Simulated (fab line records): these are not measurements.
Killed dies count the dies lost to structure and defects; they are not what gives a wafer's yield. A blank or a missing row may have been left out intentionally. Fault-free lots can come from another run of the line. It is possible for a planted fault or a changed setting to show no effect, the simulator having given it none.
fab line records	flow sky130
record: lots: 5	wafers: 15	last_day: 50
route steps=708 shown CAP2M@616 METAL4@621 PAD_OPEN@708
lots that met no fault: from a run of the same line without faults
start_h: hours from the record's opening day to when the first of the lot's shown wafers began	wait_h: hours elapsed since this lot's preceding step	" the same as in the row above	L1.1+2: one row covering several wafers at once	- value missing, or start not given	* or withheld: withheld	< > ~ a bound
route shown NAME@n: a module of which the file shows steps, and the number in the route of the first	usual: mean/standard deviation taken from wafers without a fault	same: alike in all rows	chamber/n: place in a boat	sites: readings site by site	_std_site: standard deviation of those values	_edge_site: the outer-site mean with the inner-site mean subtracted	radius_mm: for every site, how far away it sits from the centre of the wafer	mask NAME#n: copy n	behind: the tool/chamber that last shaped the wafer	hold: what put the lot on hold/how long, in hours/how the hold closed	device: names the non-switching transistor (n, p or np)	end of line: tests run on the same wafers once the route is complete	a step without rows: its recipe alone	killed: at the first sort, the dies lost to defects and structure; wafer yield is something else	map: shows each die of a wafer: x if killed, . if not, _ if none is there
set.NAME: the setting that was run; set.NAME@STEP: the one run at that earlier step	model.NAME: the simulator's own value behind a step, which no gauge read
lots seen at some steps along the route; tables by step, rows by wafer
services: from which hour (start_h, from the record's first day; less than 0 if before it) a tool's chamber was out of use, for how many hours, and why
== steps ==
step: SKY_CAP2M_METAL_ETCH_13
recipe: target_depth_nm: 220	stop_on: SiO2	chemistry: Cl2/BCl3	target: TiN	pressure_mtorr: 10	icp_w: 900	bias_w: 48.5	Cl2_flow_sccm: 60	bcl3_flow_sccm: 30	time_s: 62.9
usual: drypump_motor_current_A: 5.64/0.14	oes_product_au: 0.941/0.0085	throttle_valve_pct: 21.901/0.0096
lot.wafer	tool	chamber	start_h	wait_h	drypump_motor_current_A	oes_product_au	rf_hours_counter_h	throttle_valve_pct
L956.2	rie_metal-02	0	953.31	0.0	5.49	0.943	5	21.892
L956.3	"	0	"	"	5.51	0.939	-	21.909
L956.5	"	0	"	"	5.50	0.929	-	21.909
L957.1	rie_metal-04	1	969.52	0.0	5.74	0.941	19	21.911
L957.2	"	0	"	"	5.74	0.942	4	21.895
L957.3	"	0	"	"	5.75	0.946	-	21.895
L966.3	rie_metal-02	0	1022.00	0.0	5.48	0.931	-	21.890
L966.5	"	0	"	"	5.46	0.942	-	21.920
L966.6	"	1	"	"	5.79	0.935	-	21.905
L968.2	rie_metal-04	0	1031.52	0.0	5.76	0.927	9	21.908
L968.5	"	1	"	"	5.72	0.926	-	21.910
L968.6	"	0	"	"	5.73	0.939	-	21.914
L978.3	rie_metal-02	1	1094.58	0.0	5.76	0.937	-	21.899
L978.5	"	0	"	"	5.47	0.946	-	21.911
L978.6	"	1	"	"	5.77	0.930	-	21.909
step: SKY_CAP2M_STRIP_14
recipe: chemistry: O2/N2	power_w: 1400	pressure_mtorr: 1500	platen_temp_c: withheld	o2_flow_sccm: 3000	n2_flow_sccm: 300	overash_fraction: 0.5
usual: drypump_motor_current_A: 5.54/0.13	oes_product_au: 0.711/0.0046	strip_time_to_endpoint_s: 12.66/0.055
same: overash_fraction: 0.5
lot.wafer	tool	chamber	start_h	wait_h	drypump_motor_current_A	oes_product_au	rf_hours_counter_h	strip_time_to_endpoint_s
L956.2	plasma_asher-04	1	953.39	0.1	5.41	0.709	83	12.72
L956.3	"	0	"	"	5.70	0.708	-	12.68
L956.5	"	0	"	"	5.71	0.718	-	12.70
L957.1	plasma_asher-04	0	969.60	0.1	5.66	0.707	84	12.70
L957.2	"	1	"	"	5.41	0.713	84	12.61
L957.3	"	0	"	"	5.66	0.710	-	12.64
L966.3	plasma_asher-03	0	1022.08	0.1	5.62	0.717	-	12.64
L966.5	"	0	"	"	5.63	0.719	-	12.59
L966.6	"	1	"	"	5.66	0.713	-	12.62
L968.2	plasma_asher-04	1	1031.60	0.1	5.43	0.703	90	12.58
L968.5	"	1	"	"	5.40	0.704	-	12.67
L968.6	"	0	"	"	5.66	0.706	-	12.57
L978.3	plasma_asher-04	0	1094.67	0.1	5.71	0.714	-	12.56
L978.5	"	1	"	"	5.41	0.700	-	12.54
L978.6	"	0	"	"	5.70	0.711	-	12.54
step: SKY_CAP2M_STRIP_15
recipe: chemistry: post_etch_residue_remover	time_s: 1200	temp_c: 72.5
step: SKY_CAP2M_CLEAN_16
recipe: chemistry: IPA	time_s: 180	temp_c: 25
step: SKY_CAP2M_CLEAN_17
recipe: chemistry: O3/DIW	dry: n2_spin
step: SKY_METAL4_DEHYDRATE_05
recipe: temp_c: 200	time_s: 60
step: SKY_METAL4_HMDS_06
recipe: prime_time_s: 60	prime_temp_c: 120
step: SKY_METAL4_COAT_07
recipe: resist: BARC	temp_c: withheld	time_s: withheld	spin_rpm: 3000	resist_thk_nm: 60
step: SKY_METAL4_COAT_08
recipe: resist: KrF-thick	spin_rpm: 3000	resist_thk_nm: 1140
step: SKY_METAL4_SOFTBAKE_09
recipe: temp_c: 100	time_s: 90	resist: KrF-thick
step: SKY_METAL4_EXPOSE_10
recipe: mask_id: MM4	na: 0.68	source_shape: annular	sigma_inner: 0.4	sigma_outer: 0.8	target_cd_nm: 300	dose_mj: 28
step: SKY_METAL4_PEB_11
recipe: peb_temp_c: withheld	peb_time_s: withheld	resist: KrF-thick
step: SKY_METAL4_DEVELOP_12
recipe: develop_time_s: 60	resist: KrF-thick	dev_temp_c: 21
usual: chill_plate_temp_C: 23.00/0.11
lot.wafer	tool	chamber	start_h	wait_h	chill_plate_temp_C
L956.2	litho_track-03	0	977	-	22.85
L956.3	"	0	"	"	22.88
L956.5	"	0	"	"	22.97
L957.1	litho_track-02	0	993	-	23.03
L957.2	"	0	"	"	23.14
L957.3	"	0	"	"	23.02
L966.3	litho_track-04	0	1045	-	22.96
L966.5	"	0	"	"	22.84
L966.6	"	0	"	"	22.98
L968.2	litho_track-04	0	1055	-	23.04
L968.5	"	0	"	"	23.08
L968.6	"	0	"	"	23.03
L978.3	litho_track-03	0	1115	-	22.92
L978.5	"	0	"	"	23.15
L978.6	"	0	"	"	22.99
step: SKY_METAL4_CD_MEAS_13
recipe: target_cd_nm: 300
usual: cd_nm: 300.3/1.5
lot.wafer	tool	chamber	start_h	wait_h	cd_nm
L956.2	cd_sem-01	-	977.71	-	302.4
L956.3	"	-	"	"	301.5
L956.5	"	-	"	"	300.0
L957.1	cd_sem-02	-	993.68	-	300.7
L957.2	"	-	"	"	300.8
L957.3	"	-	"	"	300.0
L966.3	cd_sem-02	-	1045.71	-	301.6
L966.5	"	-	"	"	300.4
L966.6	"	-	"	"	301.8
L968.2	cd_sem-01	-	1055.49	-	293.4
L968.5	"	-	"	"	293.6
L968.6	"	-	"	"	299.1
L978.3	cd_sem-02	-	1115.63	-	300.1
L978.5	"	-	"	"	300.6
L978.6	"	-	"	"	299.8
step: SKY_METAL4_OVL_MEAS_14
usual: METAL4_OVL: -3/5.5
lot.wafer	tool	chamber	start_h	wait_h	METAL4_OVL[nm]
L956.2	overlay-02	-	977.82	0.1	3
L956.3	"	-	"	"	-3
L956.5	"	-	"	"	-7
L957.1	overlay-01	-	993.80	0.1	-11
L957.2	"	-	"	"	-9
L957.3	"	-	"	"	0
L966.3	overlay-02	-	1045.80	0.1	0
L966.5	"	-	"	"	1
L966.6	"	-	"	"	6
L968.2	overlay-01	-	1055.60	0.1	-5
L968.5	"	-	"	"	-10
L968.6	"	-	"	"	-13
L978.3	overlay-01	-	1115.73	0.1	-1
L978.5	"	-	"	"	-4
L978.6	"	-	"	"	-8
step: SKY_METAL4_DESCUM_15
recipe: chemistry: O2	source_power_w: 150	bias_power_w: 0	pressure_mtorr: 10	temp_c: 40	time_s: 8
usual: drypump_motor_current_A: 5.6/0.37	oes_product_au: 1.000/0.013
lot.wafer	tool	chamber	start_h	wait_h	drypump_motor_current_A	oes_product_au	rf_hours_counter_h	model.METAL4.cd_nm
L956.2	rie_metal-03	1	977.85	0.0	6.1	1.008	20	303.1
L956.3	"	1	"	"	6.2	1.011	-	302.2
L956.5	"	0	"	"	5.0	1.000	-	300.8
L957.1	rie_metal-04	0	993.83	0.0	5.8	1.011	5	301.4
L957.2	"	1	"	"	5.7	0.983	20	300.9
L957.3	"	0	"	"	5.7	1.015	-	300.8
L966.3	rie_metal-01	1	1045.84	0.0	5.4	0.984	-	301.8
L966.5	"	0	"	"	5.5	1.001	-	300.6
L966.6	"	1	"	"	5.4	0.983	-	301.4
L968.2	rie_metal-03	1	1055.63	0.0	6.2	1.015	25	293.6
L968.5	"	0	"	"	5.0	0.991	-	293.8
L968.6	"	1	"	"	6.2	1.021	-	299.2
L978.3	rie_metal-01	1	1115.76	0.0	5.4	0.986	-	300.4
L978.5	"	0	"	"	5.6	0.995	-	300.8
L978.6	"	1	"	"	5.4	0.983	-	299.5
step: SKY_METAL4_ETCH_16
recipe: chemistry: N2/H2	target: BARC	ion_energy_ev: 200	bias_w: 100	pressure_mtorr: 30	n2_flow_sccm: 100	h2_flow_sccm: 200	icp_w: 500	stop_on: SiO2	time_s: 88.2	target_depth_a: 600
usual: drypump_motor_current_A: 5.6/0.37	oes_product_au: 0.626/0.0047	throttle_valve_pct: 13.204/0.0097
lot.wafer	tool	chamber	start_h	wait_h	drypump_motor_current_A	oes_product_au	rf_hours_counter_h	throttle_valve_pct
L956.2	rie_metal-03	1	977.88	0.0	6.2	0.625	20	13.203
L956.3	"	1	"	"	6.2	0.632	-	13.202
L956.5	"	0	"	"	5.0	0.624	-	13.200
L957.1	rie_metal-04	0	993.86	0.0	5.7	0.627	5	13.206
L957.2	"	1	"	"	5.7	0.622	20	13.232
L957.3	"	0	"	"	5.8	0.628	-	13.207
L966.3	rie_metal-01	1	1045.89	0.0	5.4	0.633	-	13.214
L966.5	"	0	"	"	5.6	0.624	-	13.195
L966.6	"	1	"	"	5.4	0.628	-	13.217
L968.2	rie_metal-03	1	1055.66	0.0	6.2	0.622	25	13.207
L968.5	"	0	"	"	5.0	0.612	-	13.201
L968.6	"	1	"	"	6.2	0.628	-	13.208
L978.3	rie_metal-01	1	1115.81	0.0	5.4	0.624	-	13.183
L978.5	"	0	"	"	5.6	0.627	-	13.187
L978.6	"	1	"	"	5.4	0.629	-	13.208
step: SKY_METAL4_ETCH_17
recipe: target: SiO2	stop_on: TiN	chemistry: C4F8/O2/Ar	source_w: 1500	bias_w: 1200	pressure_mtorr: 40	c4f8_flow_sccm: withheld	O2_flow_sccm: 6	Ar_flow_sccm: 300	time_s: 3.9	target_depth_a: 150
usual: oes_product_au: 0.752/0.0062
lot.wafer	tool	chamber	start_h	wait_h	oes_product_au	rf_hours_counter_h	model.METAL4.cd_nm
L956.2	rie_diel-04	1	977.98	0.1	0.757	14	302.6
L956.3	"	0	"	"	0.754	12	302.5
L956.5	"	0	"	"	0.762	-	300.4
L957.1	rie_diel-04	1	993.96	0.1	0.755	14	302.2
L957.2	"	2	"	"	0.748	26	297.2
L957.3	"	3	"	"	0.750	9	300.5
L966.3	rie_diel-04	2	1045.96	0.0	0.751	28	302
L966.5	"	0	"	"	0.750	-	300.8
L966.6	"	1	"	"	0.752	-	300.6
L968.2	rie_diel-04	0	1055.76	0.1	0.741	14	294.6
L968.5	"	2	"	"	0.757	-	294.1
L968.6	"	1	"	"	0.748	-	299.7
L978.3	rie_diel-04	0	1115.88	0.0	0.763	16	300
L978.5	"	1	"	"	0.756	-	301.2
L978.6	"	0	"	"	0.758	-	299.4
step: SKY_METAL4_METAL_ETCH_18
recipe: target_depth_a: 8450	stop_on: SiO2	over_etch_frac: 0.3	time_s: 183.1	chemistry: Cl2/BCl3	resist_sidewall_deg: 88	pressure_mtorr: 10	icp_w: 900	bias_w: 48.5	Cl2_flow_sccm: 60	bcl3_flow_sccm: 30
usual: drypump_motor_current_A: 5.5/0.37	oes_product_au: 0.865/0.0055	throttle_valve_pct: 22.264/0.0092
same: over_etch_frac: 0.3
lot.wafer	tool	chamber	start_h	wait_h	drypump_motor_current_A	oes_product_au	rf_hours_counter_h	throttle_valve_pct
L956.2	rie_metal-01	0	978.00	0.0	5.6	0.861	14	22.261
L956.3	"	1	"	"	5.4	0.877	-	22.265
L956.5	"	1	"	"	5.4	0.863	-	22.263
L957.1	rie_metal-03	1	993.98	0.0	6.1	0.855	21	22.262
L957.2	"	0	"	"	5.0	0.862	7	22.253
L957.3	"	0	"	"	5.0	0.854	-	22.268
L966.3	rie_metal-03	0	1046.04	0.1	5.0	0.859	-	22.264
L966.5	"	0	"	"	5.0	0.863	-	22.273
L966.6	"	1	"	"	6.2	0.865	-	22.267
L968.2	rie_metal-01	0	1055.78	0.0	5.6	0.867	19	22.249
L968.5	"	0	"	"	5.6	0.861	-	22.243
L968.6	"	1	"	"	5.4	0.870	-	22.275
L978.3	rie_metal-03	1	1115.96	0.1	6.2	0.865	-	22.262
L978.5	"	0	"	"	5.0	0.868	-	22.261
L978.6	"	1	"	"	6.1	0.866	-	22.255
step: SKY_PAD_OPEN_PROBE_99
usual: defect_limited_yield: 81.9/2	killed_at_M0_to_M3: 43/6.5	killed_at_M4_up: 3.2/1.8	killed_at_contacts: 26/5.2	killed_at_front_end: 16/4.8	killed_at_other: 0.3/0.6	killed_dies: 89/9.6	killed_open: 48/7.1	killed_short: 40/6.4	sort_bin_3_pad_short: 0.9/0.37	sort_bin_5_function: 10.7/1.4	sort_bin_6_memory: 6.5/1.2	sort_n_pass: 403/9.6	sort_yield_pct: 81.9/2
same: gross_dies: 492	killed_at_back_side: 0	sort_bin_4_leakage[%]: 0	sort_bin_8_speed[%]: 0
lot.wafer	tool	chamber	start_h	wait_h	defect_limited_yield[%]	killed_at_M0_to_M3	killed_at_M4_up	killed_at_contacts	killed_at_front_end	killed_at_other	killed_dies	killed_open	killed_short	sort_bin_3_pad_short[%]	sort_bin_5_function[%]	sort_bin_6_memory[%]	sort_n_pass	sort_yield_pct[%]
L956.2	prober-02	-	1074.58	0.1	83.5	38	0	32	11	0	81	41	40	0.6	9.6	6.3	411	83.5
L956.3	prober-02	-	1074.63	0.2	84.3	36	1	26	14	0	77	41	36	0.8	9.3	5.5	415	84.3
L956.5	prober-02	-	1074.73	0.2	83.5	44	4	19	14	0	81	44	37	0.8	10.2	5.5	411	83.5
killed by level:class
L956.2 LI_CONTACT:geometric_particle:open=12 CONTACT:geometric_particle:open=9 METAL1:geometric_particle:short=8 METAL2:geometric_particle:short=7 CONTACT:geometric_particle:short=5 VIA3:geometric_particle:open=5 FIELD_ISO:geometric_particle:short=4 VIA2:geometric_particle:open=4
L956.3 VIA3:geometric_particle:open=8 CONTACT:geometric_particle:short=8 CONTACT:geometric_particle:open=7 VIA2:geometric_particle:open=7 FIELD_ISO:geometric_particle:short=6 LI_CONTACT:geometric_particle:open=6 FIELD_ISO:geometric_particle:open=5 METAL1:geometric_particle:short=5
L956.5 VIA1:geometric_particle:open=10 VIA2:geometric_particle:open=10 CONTACT:geometric_particle:open=6 VIA3:geometric_particle:open=6 POLY_GATE:geometric_particle:short=5 CONTACT:geometric_particle:short=5 FIELD_ISO:geometric_particle:open=4 FIELD_ISO:geometric_particle:short=4
== services ==
tool	chamber	start_h	hours	kind
plasma_asher-03	-	930.47	0.9	repair
plasma_asher-03	-	956.29	2.8	pm
rie_metal-04	1	994.35	-	clean
rie_metal-04	1	994.35	27.3	scheduled_down
rie_metal-04	1	994.35	27.3	vent_cycle
rie_metal-04	-	998.82	0.6	repair
litho_track-02	-	1004.79	-	consumable_replace:filter
plasma_asher-03	-	1037.55	0.6	repair
plasma_asher-04	-	1051.77	4.3	repair
rie_metal-04	-	1053.88	0.9	repair
rie_metal-03	1	1057.75	-	clean
rie_metal-03	1	1057.75	20.1	scheduled_down
rie_metal-03	1	1057.75	20.1	vent_cycle
rie_metal-02	-	1077.62	2.0	repair
rie_metal-04	0	1096.18	17.8	repair
rie_metal-02	-	1114.00	2.8	pm
== key ==
first_sign: step: SKY_METAL4_CD_MEAS_13	reading: cd_nm	direction: down	sigmas: 4.5	usual: 300.3	struck: 293.5
effect none on later readings
model_effect: step: SKY_METAL4_DESCUM_15	value: METAL4.cd_nm	without: 297	struck: 293.7
model_effect: step: SKY_METAL4_ETCH_17	value: METAL4.cd_nm	without: 297.6	struck: 294.4
met_at SKY_METAL4_DEVELOP_12
struck_wafers L968.2,L968.5
onset_between 1045 1055
fault: kind: process_parameter_drift	tool: litho_track-04	chamber: -	onset_h: 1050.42	steps: SKY_METAL4_DEVELOP_12	channel: develop_time_s	offset: *	shape: step	end_h: 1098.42	scope: struck_wafers_only	acts_in: *	stated: *
